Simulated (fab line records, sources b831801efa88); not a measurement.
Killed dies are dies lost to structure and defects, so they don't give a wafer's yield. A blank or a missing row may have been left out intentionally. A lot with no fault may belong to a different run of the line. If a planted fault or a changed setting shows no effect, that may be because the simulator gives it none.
Which tool did it? || flow sky130 || Sampling: 12 lots, 35 wafers, 4 of 708 route steps

## WHAT THE GAUGES READ, wafer by wafer
SKY_VIA4_THK_MEAS_01. Usual: for VIA4_HDPCVD_THK the level is 1762 nm and the standard deviation is 19.
{"lot": "L104", "measured": "day 41 14:01", "on": "film metro-03", "VIA4_HDPCVD_THK (nm)": "1769 1753 1754", "flag": ""}
{"lot": "L106", "measured": "day 43 00:39", "on": "film metro-03", "VIA4_HDPCVD_THK (nm)": "1758 1740 1773", "flag": ""}
{"lot": "L107", "measured": "day 43 03:46", "on": "film metro-01", "VIA4_HDPCVD_THK (nm)": "1729 1747 1774", "flag": ""}
{"lot": "L108", "measured": "day 45 23:06", "on": "film metro-02", "VIA4_HDPCVD_THK (nm)": "1786 1750 1791", "flag": ""}
{"lot": "L110", "measured": "day 46 00:34", "on": "film metro-03", "VIA4_HDPCVD_THK (nm)": "1760 1755 1772", "flag": ""}
{"lot": "L113", "measured": "day 46 01:28", "on": "film metro-03", "VIA4_HDPCVD_THK (nm)": "1762 1769 1768", "flag": ""}
{"lot": "L114", "measured": "day 46 02:30", "on": "film metro-02", "VIA4_HDPCVD_THK (nm)": "1749 1788 1701", "flag": ""}
{"lot": "L116", "measured": "day 46 04:23", "on": "film metro-01", "VIA4_HDPCVD_THK (nm)": "1753 1725", "flag": ""}
{"lot": "L119", "measured": "day 46 10:04", "on": "film metro-01", "VIA4_HDPCVD_THK (nm)": "1743 1759 1765", "flag": ""}
{"lot": "L122", "measured": "day 46 10:38", "on": "film metro-03", "VIA4_HDPCVD_THK (nm)": "1740 1761 1748", "flag": ""}
{"lot": "L124", "measured": "day 46 17:29", "on": "film metro-02", "VIA4_HDPCVD_THK (nm)": "1777 1752 1750", "flag": ""}
{"lot": "L125", "measured": "day 46 19:22", "on": "film metro-03", "VIA4_HDPCVD_THK (nm)": "1730 1771 1739", "flag": ""}

SKY_VIA4_BOW_MEAS_03. Usual: for VIA4_BOW the level is 80 um and the standard deviation is 8.6.
{"lot": "L104", "measured": "day 41 14:22", "on": "film metro-03", "VIA4_BOW (um)": "79 78 91", "flag": ""}
{"lot": "L106", "measured": "day 43 01:01", "on": "film metro-02", "VIA4_BOW (um)": "86 88 81", "flag": ""}
{"lot": "L107", "measured": "day 43 04:21", "on": "film metro-02", "VIA4_BOW (um)": "66 76 62", "flag": ""}
{"lot": "L108", "measured": "day 45 23:28", "on": "film metro-01", "VIA4_BOW (um)": "84 78 94", "flag": ""}
{"lot": "L110", "measured": "day 46 00:56", "on": "film metro-01", "VIA4_BOW (um)": "80 77 69", "flag": ""}
{"lot": "L113", "measured": "day 46 01:49", "on": "film metro-03", "VIA4_BOW (um)": "89 79 80", "flag": ""}
{"lot": "L114", "measured": "day 46 02:52", "on": "film metro-01", "VIA4_BOW (um)": "78 82 73", "flag": ""}
{"lot": "L116", "measured": "day 46 04:53", "on": "film metro-03", "VIA4_BOW (um)": "47 73", "flag": ""}
{"lot": "L119", "measured": "day 46 10:26", "on": "film metro-01", "VIA4_BOW (um)": "87 85 79", "flag": ""}
{"lot": "L122", "measured": "day 46 11:01", "on": "film metro-03", "VIA4_BOW (um)": "84 86 81", "flag": ""}
{"lot": "L124", "measured": "day 46 17:51", "on": "film metro-01", "VIA4_BOW (um)": "82 82 92", "flag": ""}
{"lot": "L125", "measured": "day 46 19:43", "on": "film metro-02", "VIA4_BOW (um)": "83 85 87", "flag": ""}

## WHICH TOOL RAN EACH LOT (tool, then ch and the chambers of the sampled wafers, then the start)
{"lot": "L104", "SKY_METAL4_SPUTTER_04": "pvd sputter-04, day 39 11:56", "SKY_VIA4_HDPCVD_00": "hdpcvd-01 ch 0,1, day 41 13:50"}
{"lot": "L106", "SKY_METAL4_SPUTTER_04": "pvd sputter-02, day 41 01:10", "SKY_VIA4_HDPCVD_00": "hdpcvd-01 ch 0,2, day 43 00:28"}
{"lot": "L107", "SKY_METAL4_SPUTTER_04": "pvd sputter-01, day 41 04:06", "SKY_VIA4_HDPCVD_00": "hdpcvd-01 ch 1,2, day 43 03:30"}
{"lot": "L108", "SKY_METAL4_SPUTTER_04": "pvd sputter-01, day 44 02:29", "SKY_VIA4_HDPCVD_00": "hdpcvd-02 ch 1,2, day 45 22:55"}
{"lot": "L110", "SKY_METAL4_SPUTTER_04": "pvd sputter-02, day 44 03:52", "SKY_VIA4_HDPCVD_00": "hdpcvd-02 ch 0,1,2, day 46 00:22"}
{"lot": "L113", "SKY_METAL4_SPUTTER_04": "pvd sputter-01, day 44 04:47", "SKY_VIA4_HDPCVD_00": "hdpcvd-01 ch 0,1, day 46 01:17"}
{"lot": "L114", "SKY_METAL4_SPUTTER_04": "pvd sputter-01, day 44 06:08", "SKY_VIA4_HDPCVD_00": "hdpcvd-02 ch 0,2, day 46 02:19"}
{"lot": "L116", "SKY_METAL4_SPUTTER_04": "pvd sputter-04, day 44 07:25", "SKY_VIA4_HDPCVD_00": "hdpcvd-02 ch 1,2, day 46 04:11"}
{"lot": "L119", "SKY_METAL4_SPUTTER_04": "pvd sputter-01, day 44 12:52", "SKY_VIA4_HDPCVD_00": "hdpcvd-01 ch 0,1, day 46 09:53"}
{"lot": "L122", "SKY_METAL4_SPUTTER_04": "pvd sputter-01, day 44 14:25", "SKY_VIA4_HDPCVD_00": "hdpcvd-01 ch 0,1,2, day 46 10:28"}
{"lot": "L124", "SKY_METAL4_SPUTTER_04": "pvd sputter-01, day 44 22:22", "SKY_VIA4_HDPCVD_00": "hdpcvd-01 ch 0,1, day 46 17:19"}
{"lot": "L125", "SKY_METAL4_SPUTTER_04": "pvd sputter-01, day 45 00:07", "SKY_VIA4_HDPCVD_00": "hdpcvd-01 ch 0,2, day 46 19:11"}
- SKY_METAL4_SPUTTER_04: material TiN, target thk 70 nm, time 58.3 s.
- SKY_VIA4_HDPCVD_00: deposits SiO2, target thk 1750 nm, time 291.7 s.

## AS READ BY THE TOOLS THEMSELVES (means over the sampled wafers that have a number; for cases with no such wafer, the mark the record gives instead)
SKY_METAL4_SPUTTER_04. Usual: throttle valve pct 29.6 %, standard deviation 0.9.
{"lot": "L104", "tool": "pvd sputter-04", "throttle valve pct (%)": 29.3, "flag": ""}
{"lot": "L106", "tool": "pvd sputter-02", "throttle valve pct (%)": 30.3, "flag": ""}
{"lot": "L107", "tool": "pvd sputter-01", "throttle valve pct (%)": 29.4, "flag": ""}
{"lot": "L108", "tool": "pvd sputter-01", "throttle valve pct (%)": 29.4, "flag": ""}
{"lot": "L110", "tool": "pvd sputter-02", "throttle valve pct (%)": 30.0, "flag": ""}
{"lot": "L113", "tool": "pvd sputter-01", "throttle valve pct (%)": 28.5, "flag": ""}
{"lot": "L114", "tool": "pvd sputter-01", "throttle valve pct (%)": 29.4, "flag": ""}
{"lot": "L116", "tool": "pvd sputter-04", "throttle valve pct (%)": 29.2, "flag": ""}
{"lot": "L119", "tool": "pvd sputter-01", "throttle valve pct (%)": 29.3, "flag": ""}
{"lot": "L122", "tool": "pvd sputter-01", "throttle valve pct (%)": 29.3, "flag": ""}
{"lot": "L124", "tool": "pvd sputter-01", "throttle valve pct (%)": 29.9, "flag": ""}
{"lot": "L125", "tool": "pvd sputter-01", "throttle valve pct (%)": 29.3, "flag": ""}

SKY_VIA4_HDPCVD_00. Usual: run length s 319.8 s, standard deviation 0.47.
{"lot": "L104", "tool": "hdpcvd-01", "run length s (s)": 319.7, "flag": ""}
{"lot": "L106", "tool": "hdpcvd-01", "run length s (s)": 320.0, "flag": ""}
{"lot": "L107", "tool": "hdpcvd-01", "run length s (s)": 319.8, "flag": ""}
{"lot": "L108", "tool": "hdpcvd-02", "run length s (s)": 319.4, "flag": ""}
{"lot": "L110", "tool": "hdpcvd-02", "run length s (s)": 319.8, "flag": ""}
{"lot": "L113", "tool": "hdpcvd-01", "run length s (s)": 319.6, "flag": ""}
{"lot": "L114", "tool": "hdpcvd-02", "run length s (s)": 314.9, "flag": "OFF"}
{"lot": "L116", "tool": "hdpcvd-02", "run length s (s)": 312.9, "flag": "OFF"}
{"lot": "L119", "tool": "hdpcvd-01", "run length s (s)": 319.3, "flag": ""}
{"lot": "L122", "tool": "hdpcvd-01", "run length s (s)": 319.8, "flag": ""}
{"lot": "L124", "tool": "hdpcvd-01", "run length s (s)": 319.4, "flag": ""}
{"lot": "L125", "tool": "hdpcvd-01", "run length s (s)": 320.1, "flag": ""}

## THE ANSWER, worked out from the rows above alone
Rule: a lot is off if the mean of its wafers that have a number lies more than 3 standard deviations from the usual mean. A lot without any number at a reading at which 4 lots or more have one is off too. Any other lot the step has rows for is counted as sound. First the gauges in route order, then the tools' own readings, where a lot's mean is used as printed above. At the first step where some lot is off, the reading lying furthest off is the one used; lots without a number count as furthest.
Off: L114, L116, at SKY_VIA4_HDPCVD_00 (run length s).
If a tool, at that step or one of the process steps before it, ran each lot that is off and ran no sound lot following the first of them, it fits. One candidate fits, namely hdpcvd-02 at SKY_VIA4_HDPCVD_00. Its last sound lot is L110 (day 46 00:22), its first lot that is off L114 (day 46 02:19): a fault that began between those two fits.
On the lots that are off, the tool's own readings at SKY_VIA4_HDPCVD_00 differ by more than 5 times the standard deviation of the sound lots' means, which bears it out; run length s reads 313.9 s there versus 319.7 s on the sound lots.

## WHAT HAD BEEN PUT IN BY THE SIMULATOR
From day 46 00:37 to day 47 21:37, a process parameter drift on hdpcvd-02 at SKY_VIA4_HDPCVD_00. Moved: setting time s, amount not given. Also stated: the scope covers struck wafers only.
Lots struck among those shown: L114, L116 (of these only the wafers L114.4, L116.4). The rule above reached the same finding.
